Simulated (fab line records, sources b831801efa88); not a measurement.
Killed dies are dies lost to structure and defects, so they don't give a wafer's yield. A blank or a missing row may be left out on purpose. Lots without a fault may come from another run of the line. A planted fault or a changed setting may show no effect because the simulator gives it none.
Which tool did it? | flow gf180mcu | 7 lots, 21 wafers sampled, at 2 steps of a route of 602

WHAT THE GAUGES READ, wafer by wafer
GF_SAB_CD_MEAS_09: target cd 420 nm.
lot  | measured     | on        | cd_nm (nm)
L728 | day 15 17:22 | cd_sem-01 | 421.0 421.5 421.5
L732 | day 17 00:29 | cd_sem-01 | 420.9 418.5 419.9
L734 | day 17 22:14 | cd_sem-01 | 420.5 418.0 421.4
L736 | day 18 15:20 | cd_sem-01 | 421.7 422.5 424.0
L738 | day 19 08:32 | cd_sem-02 | 421.6 421.8 423.2
L741 | day 20 10:02 | cd_sem-02 | 418.0 420.2 418.8
L743 | day 21 03:58 | cd_sem-01 | 307.6 420.4 420.4

WHICH TOOL RAN EACH LOT (tool, then ch and the chambers of the sampled wafers, then the start)
lot  | GF_SAB_EXPOSE_06
L728 | iline_stepper-01 ch 0, day 15 06:53
L732 | iline_stepper-01 ch 0, day 16 13:39
L734 | iline_stepper-01 ch 0, day 17 11:23
L736 | iline_stepper-02 ch 0, day 18 04:32
L738 | iline_stepper-01 ch 0, day 18 20:44
L741 | iline_stepper-01 ch 0, day 19 22:38
L743 | iline_stepper-01 ch 0, day 20 15:24
- GF_SAB_EXPOSE_06: exposes mask SAB, target cd 420 nm.

THE ANSWER, worked out from the rows above alone
Rule: what is usual is taken from the lots themselves. Put in order of their means at a reading, lots are off if they are a third of the lots or fewer, leave a main group of 4 or more, and stand apart from it by a gap of 3 or more times the standard deviation of the main group's means; of several such gaps the widest counts. A main group whose means are all the same, to the digits that the tables above print for the reading, isn't used. A lot without any number at a reading at which 4 lots or more have one is off too. The other lots that the step has rows for count as sound.
Off: L743, at GF_SAB_CD_MEAS_09 (cd_nm). The main group: mean 420.8 nm, standard deviation 1.4.
A tool fits if, at a process step before that reading, it ran every lot that is off, and no sound lot after the first of them. The gauges at GF_SAB_CD_MEAS_09 are tried like those tools. Can't be told from this: 2 tools fit, iline_stepper-01 at GF_SAB_EXPOSE_06, cd_sem-01 at GF_SAB_CD_MEAS_09.

WHAT THE SIMULATOR HAD PUT IN
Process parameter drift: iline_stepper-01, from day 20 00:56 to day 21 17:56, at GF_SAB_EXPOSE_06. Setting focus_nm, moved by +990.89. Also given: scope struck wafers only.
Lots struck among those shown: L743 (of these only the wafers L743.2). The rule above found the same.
